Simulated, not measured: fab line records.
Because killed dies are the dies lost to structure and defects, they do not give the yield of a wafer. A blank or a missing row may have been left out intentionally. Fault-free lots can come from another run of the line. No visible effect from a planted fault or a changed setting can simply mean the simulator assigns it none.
Matching of chambers | flow sky130 | 4 sister chambers for SKY_LI_CONTACT_ETCH_15 on rie diel-04
The step etches PSG in C4F8/O2/Ar, stops on Si, target depth 600 nm. 4 wafers are shown with their chamber, then 8 later ones without.

## EACH WAFER AND ITS CHAMBER
wafer  | chamber | oes product au (a.u.)
L077.6 | 2       | 0.833
L082.4 | 1       | 0.840
L084.1 | 0       | 0.837
L087.3 | 3       | 0.849

## WAFERS MISSING THEIR CHAMBER
wafer  | oes product au (a.u.)
L087.4 | 0.836
L087.6 | 0.832
L089.1 | 0.842
L089.2 | 0.837
L089.5 | 0.836
L088.1 | 0.837
L088.3 | 0.850
L088.5 | 0.834

## EACH ONE'S CHAMBER
wafer  | from the rows above     | in truth
L087.4 | can't be placed: 0 or 2 | 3
L087.6 | 2                       | 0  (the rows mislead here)
L089.1 | 1                       | 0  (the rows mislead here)
L089.2 | 0                       | 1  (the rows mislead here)
L089.5 | can't be placed: 0 or 2 | 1
L088.1 | 0                       | 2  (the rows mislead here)
L088.3 | 3                       | 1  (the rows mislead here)
L088.5 | can't be placed: 2 or 0 | 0
Correct placement for 0 of the 8. Cannot be placed on the basis of these rows: 3; the candidates contain the true chamber in 1. Number placed wrongly: 5.
How it was worked out, from the rows above alone: a wafer's distance from a chamber is the root of the sum, over the readings, of the square of ((its reading less the chamber's mean) divided by the reading's scatter). The wafer belongs to the nearest chamber; if the next one is less than 2 further off, it can't be placed. The mean given for a chamber averages the wafers shown for that chamber. The scatter (one wafer shown for each chamber): square how far every hidden wafer sits from the nearest shown wafer, average those squares and take the square root.
